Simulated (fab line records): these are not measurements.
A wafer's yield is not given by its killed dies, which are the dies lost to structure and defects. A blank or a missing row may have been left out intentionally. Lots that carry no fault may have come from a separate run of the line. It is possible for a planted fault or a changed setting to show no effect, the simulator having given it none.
What tool caused it?    flow sky130    Sampling: 14 lots, 42 wafers, 4 of 708 route steps

WHAT THE GAUGES READ, wafer by wafer
SKY_POLY_GATE_THK_MEAS_01. Usual: POLY_GATE_CVD_00_THK 178.9 nm, standard deviation 1.4.
lot   measured      on             POLY_GATE_CVD_00_THK (nm)  flag
L146  day 14 02:16  film_metro-01  179.3 180.9 179.8          
L148  day 14 18:29  film_metro-04  177.7 180.2 179.6          
L149  day 15 00:16  film_metro-04  181.1 181.7 182.3          
L150  day 15 14:25  film_metro-02  179.2 179.9 179.9          
L152  day 16 09:48  film_metro-01  179.8 178.4 179.2          
L151  day 16 09:49  film_metro-04  178.8 179.8 178.1          
L153  day 16 17:55  film_metro-04  176.9 178.1 177.3          
L156  day 17 15:16  film_metro-04  179.0 179.2 179.0          
L159  day 19 03:53  film_metro-04  179.7 180.9 180.4          
L160  day 19 14:13  film_metro-02  178.9 181.6 178.7          
L163  day 20 05:03  film_metro-01  178.7 179.6 179.4          
L166  day 21 08:26  film_metro-01  181.0 179.5 180.9          
L167  day 21 09:38  film_metro-04  177.6 178.4 178.3          
L168  day 21 16:38  film_metro-04  175.5 178.5 177.6          

SKY_POLY_GATE_THK_MEAS_21. Usual: POLY_GATE_OXIDATION_THK 4.00 nm, standard deviation 0.089.
lot   measured      on             POLY_GATE_OXIDATION_THK (nm)  flag
L146  day 16 12:38  film_metro-02  4.20 4.10 4.05                
L148  day 17 06:58  film_metro-02  3.95 3.94 3.97                
L149  day 17 12:32  film_metro-04  3.95 3.98 4.04                
L150  day 18 07:09  film_metro-01  4.05 4.04 4.04                
L152  day 19 08:59  film_metro-01  4.03 4.04 4.07                
L151  day 19 09:02  film_metro-04  3.98 4.03 3.96                
L153  day 19 12:50  film_metro-04  3.89 3.91 3.86                
L156  day 20 07:23  film_metro-01  3.97 3.91 3.86                
L159  day 21 21:46  film_metro-01  3.99 4.05 3.94                
L160  day 22 06:35  film_metro-01  4.09 4.06 3.96                
L163  day 22 21:44  film_metro-01  4.12 4.13 4.23                
L166  day 24 01:20  film_metro-04  4.05 4.01 4.03                
L167  day 24 02:28  film_metro-04  3.94 3.93 3.95                
L168  day 24 09:49  film_metro-01  3.95 3.91 3.89                

SKY_LDD_P_OVL_MEAS_08. Usual: LDD_P_OVL 0.3 nm, standard deviation 1.3.
lot   measured      on          LDD_P_OVL (nm)  flag
L146  day 19 00:40  overlay-01  1.9 2.1 1.0     
L148  day 19 20:22  overlay-01  -0.5 -0.6 0.4   
L149  day 20 01:25  overlay-01  0.7 1.7 1.3     
L150  day 20 21:11  overlay-01  0.7 0.9 0.6     
L152  day 21 22:35  overlay-01  -0.1 -0.8 -0.4  
L151  day 22 00:44  overlay-01  1.2 -0.3 -1.9   
L153  day 22 02:49  overlay-02  -0.2 0.0 0.5    
L156  day 22 20:52  overlay-01  -0.8 -0.6 -1.4  
L159  day 24 10:34  overlay-01  -0.7 -1.1 0.2   
L160  day 24 19:55  overlay-02  1.7 1.1 2.3     
L163  day 25 11:11  overlay-01  -0.5 -0.9 -1.2  
L166  day 26 13:43  overlay-02  2.2 0.9 2.4     
L167  day 26 14:46  overlay-01  3.1 3.1 2.8     
L168  day 26 21:25  overlay-02  -0.6 -0.5 1.6   

TOOL THAT RAN EACH LOT (tool first, then ch and the chambers of the sampled wafers, then the start)
lot   SKY_LDD_N_IMPLANT_13
L146  implanter-02 ch 0, day 17 17:54
L148  implanter-04 ch 0, day 18 13:17
L149  implanter-02 ch 0, day 18 19:18
L150  implanter-01 ch 0, day 19 14:20
L152  implanter-04 ch 0, day 20 15:50
L151  implanter-01 ch 0, day 20 17:13
L153  implanter-01 ch 0, day 20 19:43
L156  implanter-04 ch 0, day 21 14:27
L159  implanter-04 ch 0, day 23 04:35
L160  implanter-01 ch 0, day 23 13:35
L163  implanter-02 ch 0, day 24 04:28
L166  implanter-04 ch 0, day 25 08:06
L167  implanter-02 ch 0, day 25 09:02
L168  implanter-01 ch 0, day 25 15:57
- SKY_LDD_N_IMPLANT_13

AS READ BY THE TOOLS THEMSELVES (means over the sampled wafers that have a number; for cases with no such wafer, the mark the record gives instead)
SKY_LDD_N_IMPLANT_13. Usual: beam_energy_keV 49.997, standard deviation 0.015; beam_on_s 9.98 s, standard deviation 0.2; tilt_deg 30.002 degrees, standard deviation 0.021.
lot   tool          beam_energy_keV  beam_on_s (s)  tilt_deg (degrees)  flag
L146  implanter-02  50.005           10.02          30.011              
L148  implanter-04  49.990           9.85           29.996              
L149  implanter-02  49.996           9.84           30.007              
L150  implanter-01  49.989           9.88           29.994              
L152  implanter-04  49.991           10.07          29.996              
L151  implanter-01  49.998           9.96           30.027              
L153  implanter-01  50.015           10.00          29.987              
L156  implanter-04  47.772           10.10          30.012              OFF
L159  implanter-04  47.789           9.96           30.024              OFF
L160  implanter-01  49.984           10.08          29.991              
L163  implanter-02  50.000           9.92           29.999              
L166  implanter-04  50.004           9.86           30.010              
L167  implanter-02  50.001           9.99           29.958              
L168  implanter-01  50.005           10.04          29.988              

THE ANSWER, worked out from the rows above alone
Rule: take the mean of a lot's wafers that have a number; if it is more than 3 standard deviations from the usual mean, the lot is off. Also off: a lot with no number at a reading for which 4 or more lots have one. Any other lot the step has rows for is counted as sound. First the gauges in route order, then the tools' own readings, where a lot's mean is used as printed above. The first step at which some lot is off is used, and at that step the reading that is off furthest; a lot without a number counts as furthest.
Off: L156, L159 (SKY_LDD_N_IMPLANT_13, beam_energy_keV).
If a tool, at that step or one of the process steps before it, ran each lot that is off and ran no sound lot following the first of them, it fits. Not one of the candidates tried fits.

WHAT HAD BEEN PUT IN BY THE SIMULATOR
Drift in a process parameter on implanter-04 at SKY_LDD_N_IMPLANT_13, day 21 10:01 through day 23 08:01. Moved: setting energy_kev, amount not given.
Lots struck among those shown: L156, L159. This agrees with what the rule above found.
